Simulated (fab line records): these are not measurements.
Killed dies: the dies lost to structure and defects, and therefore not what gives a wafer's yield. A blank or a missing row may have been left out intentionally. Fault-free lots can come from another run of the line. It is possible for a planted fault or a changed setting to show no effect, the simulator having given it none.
Problem report in the 8D (eight disciplines) form, filled by code / flow gf180mcu / the parts of the form that need people (team, actions taken, sign-off) are left out

1. WHAT IS WRONG
NSD_OVL at GF_NSD_OVL_MEAS_08 reads a mean of -116.8 nm on 6 wafers of 2 lots; wafers without a fault read -0.3 nm with a standard deviation of 1.3. Measured from the usual mean, that is -90 standard deviations.
Earliest sighting: wafer L218.2 on overlay-01 at day 17 13:54. At this step, 39 wafers from 14 lots have a number in the record. Rule for "out" (also "out of limits"): further than 4 standard deviations from the usual mean. The rest of the wafers with a number are treated as sound.

2. WHAT IT IS, WHAT IT ISN'T
question=which readings at this step | is=NSD_OVL | is not=-
question=which lots | is=L218, L220 | is not=L208, L209, L210, L211, L212, L213, L214, L217, L223, L226, L229, L230
question=which wafers of those lots | is=all that have a number | is not=-
question=read on which gauges | is=overlay-01, overlay-02 | is not=-
question=when | is=from day 17 13:54 | is not=up to then (23 sound wafers); but 10 sound wafers of L223, L226, L229, L230 came after

3. THE SUSPECTS, EACH WITH WHAT RULES IT OUT
Counting: a tool at a process step up to the reading stays a suspect if it ran every lot that is out and no sound lot after the first of them.
- the gauge at GF_NSD_OVL_MEAS_08 has been ruled out. 2 gauges (overlay-01, overlay-02) read the wafers that are out.
- iline-stepper-02 at GF_NSD_EXPOSE_04 (exposes mask Nplus, target cd 400 nm): kept. It processed each lot that is out, first L218 at day 17 02:30, and no sound lot thereafter; up to then, the last sound lot it processed was L217 at day 16 04:35.
The count leaves iline-stepper-02 at GF_NSD_EXPOSE_04.

4. THE CAUSE (what the simulator had put in)
Scanner matching overlay: iline-stepper-02, from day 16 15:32 on, at GF_NSD_EXPOSE_04. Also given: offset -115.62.
This tool alone remained once counting was done.

5. THE CHAIN OF EFFECTS, in route order
One row per reading whose mean, taken over the struck wafers that have a number, lies over 3 standard deviations from the usual. Scope: only readings with a usual standard deviation given in the record; hours: median across lots of the time from each lot's start at the first step in this table that gives one to its start at this step; sigmas: change in usual standard deviations.
hours=0; step=GF_NSD_OVL_MEAS_08; reading=NSD_OVL; usual=-0.3 nm; on struck wafers=-116.8; change=-116.5; sigmas=-90

6. HOW IT WOULD HAVE BEEN CAUGHT EARLIER
Counted from the fault's start at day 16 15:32, it took 22 hours until the first out-of-limits reading at a measuring or inspecting step in this record, taken at day 17 13:54.
Of the tool readings at GF_NSD_EXPOSE_04 for which the record gives a usual standard deviation, none was out on any struck wafer, so an alarm limit of 4 standard deviations on them would not have fired.
Of the lots that are out (2), L220 began GF_NSD_EXPOSE_04 on iline-stepper-02 after day 17 13:54. A tool hold placed at that time would have kept it from harm.
